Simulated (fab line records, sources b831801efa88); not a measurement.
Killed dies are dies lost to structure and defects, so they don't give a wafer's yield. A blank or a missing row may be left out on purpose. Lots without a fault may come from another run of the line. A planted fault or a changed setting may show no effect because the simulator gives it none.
A struck lot beside a sound one | flow gf180mcu | 44 steps out of a route of 602
Sound: wafers L308.2, L308.3, L308.4. Struck: wafers L318.1, L318.2, L318.6. The cause comes at the end.
At each step with rows: each side's tool, then ch and its chambers, then its first start. Under that, the readings that differ: sound wafers | struck wafers | difference of the means | sigmas: that difference in standard deviations of wafers without a fault.
alike: readings whose means differ by less than 2 such deviations, and words and numbers that are the same on both sides. not compared: withheld readings, readings that some wafer has no value for, bounds like >300 that may hide the same value, and numbers for which the record gives no deviation and whose values overlap.
The two part at a step that has a row with sigmas, a row that says differs or no value, or rows on one side only. Numbers that don't overlap but have no deviation are shown without sigmas and don't part them. A reading that every wafer of one side lacks parts them only if that side has two wafers or more.

GF_NWELL_STRIP_10: strips in O2/N2.
  sound on plasma_asher-02 ch 0,1, day 4 01:41; struck on plasma_asher-04 ch 0,1, day 6 02:04
  reading               | sound             | struck            | difference | sigmas
  oes_product_au (a.u.) | 0.716 0.724 0.718 | 0.725 0.729 0.728 | +0.008     | +2
  alike: drypump_motor_current_A, heater_power_w, n2_flow_sccm, platen_temp_c, strip_time_to_endpoint_s
  not compared: rf_hours_counter_h
GF_NWELL_TW_MEAS_11:
  sound on film_metro-02, day 4 01:48; struck on film_metro-03, day 6 02:10
  alike: NWELL_TW
then, 7 steps without rows for these wafers: GF_LVPWELL_DEHYDRATE_00 (time 60 s); GF_LVPWELL_HMDS_01 (prime time 60 s); GF_LVPWELL_COAT_02 (resist thk 3000 nm); GF_LVPWELL_SOFTBAKE_03; GF_LVPWELL_EXPOSE_04 (exposes mask LVPWELL, target cd 600 nm); GF_LVPWELL_PEB_05; GF_LVPWELL_DEVELOP_06 (develop time 60 s).
GF_LVPWELL_OVL_MEAS_07:
  sound on overlay-02, day 4 15:36; struck on overlay-01, day 6 16:45
  alike: LVPWELL_OVL
then, 2 steps without rows for these wafers: GF_LVPWELL_IMPLANT_08; GF_LVPWELL_IMPLANT_09.
GF_LVPWELL_STRIP_10: strips in O2/N2.
  sound on plasma_asher-03 ch 0,1, day 4 15:56; struck on plasma_asher-03 ch 0,1, day 6 17:05
  reading                                   | sound             | struck            | difference                    | sigmas
  oes_product_au (a.u.)                     | 0.730 0.724 0.722 | 0.943 0.942 0.933 | +0.214                        | +43
  strip_time_to_endpoint_s (s)              | 36.89 36.97 36.99 | - - -             | no value on the struck wafers |
  model.coat_of_LVPWELL_COAT_02.thk_nm (nm) | 0 0 0             | 1478 1474 1476    | +1476                         |
  alike: drypump_motor_current_A, heater_power_w, n2_flow_sccm, platen_temp_c
  not compared: rf_hours_counter_h
GF_LVPWELL_TW_MEAS_11:
  sound on film_metro-02, day 4 16:02; struck on film_metro-02, day 6 17:11
  alike: LVPWELL_TW
then, 7 steps without rows for these wafers: GF_MVSD_DEHYDRATE_00 (time 60 s); GF_MVSD_HMDS_01 (prime time 60 s); GF_MVSD_COAT_02 (resist thk 3000 nm); GF_MVSD_SOFTBAKE_03; GF_MVSD_EXPOSE_04 (exposes mask MVSD, target cd 1000 nm); GF_MVSD_PEB_05; GF_MVSD_DEVELOP_06 (develop time 60 s).
GF_MVSD_OVL_MEAS_07:
  sound on overlay-01, day 5 05:22; struck on overlay-02, day 7 08:20
  alike: MVSD_OVL
then, 2 steps without rows for these wafers: GF_MVSD_IMPLANT_08; GF_MVSD_IMPLANT_09.
GF_MVSD_STRIP_10: strips in O2/N2.
  sound on plasma_asher-02 ch 0,1, day 5 05:41; struck on plasma_asher-02 ch 0,1, day 7 08:40
  reading                      | sound             | struck            | difference | sigmas
  oes_product_au (a.u.)        | 0.714 0.720 0.721 | 0.728 0.730 0.730 | +0.011     | +3
  strip_time_to_endpoint_s (s) | 37.23 37.13 37.25 | 58.88 58.79 58.77 | +21.61     | +99 or more
  alike: drypump_motor_current_A, heater_power_w, n2_flow_sccm, platen_temp_c
  not compared: rf_hours_counter_h
GF_MVSD_TW_MEAS_11:
  sound on film_metro-04, day 5 05:48; struck on film_metro-03, day 7 08:46
  reading | sound          | struck   | difference | sigmas
  MVSD_TW | 1590 1578 1576 | 30 30 30 | -1551      | -99 or more
then, 7 steps without rows for these wafers: GF_MVPSD_DEHYDRATE_00 (time 60 s); GF_MVPSD_HMDS_01 (prime time 60 s); GF_MVPSD_COAT_02 (resist thk 3000 nm); GF_MVPSD_SOFTBAKE_03; GF_MVPSD_EXPOSE_04 (exposes mask MVPSD, target cd 1000 nm); GF_MVPSD_PEB_05; GF_MVPSD_DEVELOP_06 (develop time 60 s).
GF_MVPSD_OVL_MEAS_07:
  sound on overlay-02, day 5 19:25; struck on overlay-01, day 8 00:33
  alike: MVPSD_OVL
then, 2 steps without rows for these wafers: GF_MVPSD_IMPLANT_08; GF_MVPSD_IMPLANT_09.
GF_MVPSD_STRIP_10: strips in O2/N2.
  sound on plasma_asher-03 ch 0,1, day 5 19:44; struck on plasma_asher-03 ch 0,1, day 8 00:53
  alike: drypump_motor_current_A, heater_power_w, n2_flow_sccm, oes_product_au, platen_temp_c, strip_time_to_endpoint_s
  not compared: rf_hours_counter_h
GF_MVPSD_TW_MEAS_11:
  sound on film_metro-04, day 5 19:51; struck on film_metro-02, day 8 00:59
  reading  | sound       | struck      | difference | sigmas
  MVPSD_TW | 552 556 555 | 543 543 544 | -11        | -2
then, 4 steps without rows for these wafers: GF_VT_IMPLANT_DEHYDRATE_00 (time 60 s); GF_VT_IMPLANT_HMDS_01 (prime time 60 s); GF_VT_IMPLANT_COAT_02 (resist thk 1000 nm); GF_VT_IMPLANT_SOFTBAKE_03 (time 60 s).
-- the record jumps here: 5 days lie between the struck wafers' starts before and after (it left off in module VT_IMPLANT and takes up again in module POLY_GATE, whose first step shown is number 169 of the route) --
GF_POLY_GATE_ETCH_12: etches BARC in N2/H2.
  sound on rie_diel-01 ch 1,2,3, day 10 01:52; struck on rie_diel-01 ch 0,1,3, day 12 19:36
  reading                    | sound           | struck            | difference | sigmas
  model.POLY_GATE.cd_nm (nm) | 279.5 279 279.5 | 272.8 272.6 273.2 | -6.5       |
  alike: drypump_motor_current_A, n2_flow_sccm, oes_product_au, throttle_valve_pct
GF_POLY_GATE_ETCH_13: etches poly-Si in HBr/Cl2, stops on SiO2, target depth 198.5 nm, time 69.6 s.
  sound on rie_si-01 ch 0,2,3, day 10 01:55; struck on rie_si-01 ch 0,1, day 12 19:39
  reading                    | sound             | struck            | difference | sigmas
  model.POLY_GATE.cd_nm (nm) | 278.9 279.2 280.1 | 273.1 272.2 273.9 | -6.3       |
  alike: drypump_motor_current_A, oes_product_au, throttle_valve_pct
  not compared: rf_hours_counter_h

WHERE THEY PART
First at GF_NWELL_STRIP_10; last, within this record, at GF_MVPSD_TW_MEAS_11. Later steps at which nothing parts them and some readings are alike: GF_POLY_GATE_ETCH_12, GF_POLY_GATE_ETCH_13.

WHY: what the simulator had put in
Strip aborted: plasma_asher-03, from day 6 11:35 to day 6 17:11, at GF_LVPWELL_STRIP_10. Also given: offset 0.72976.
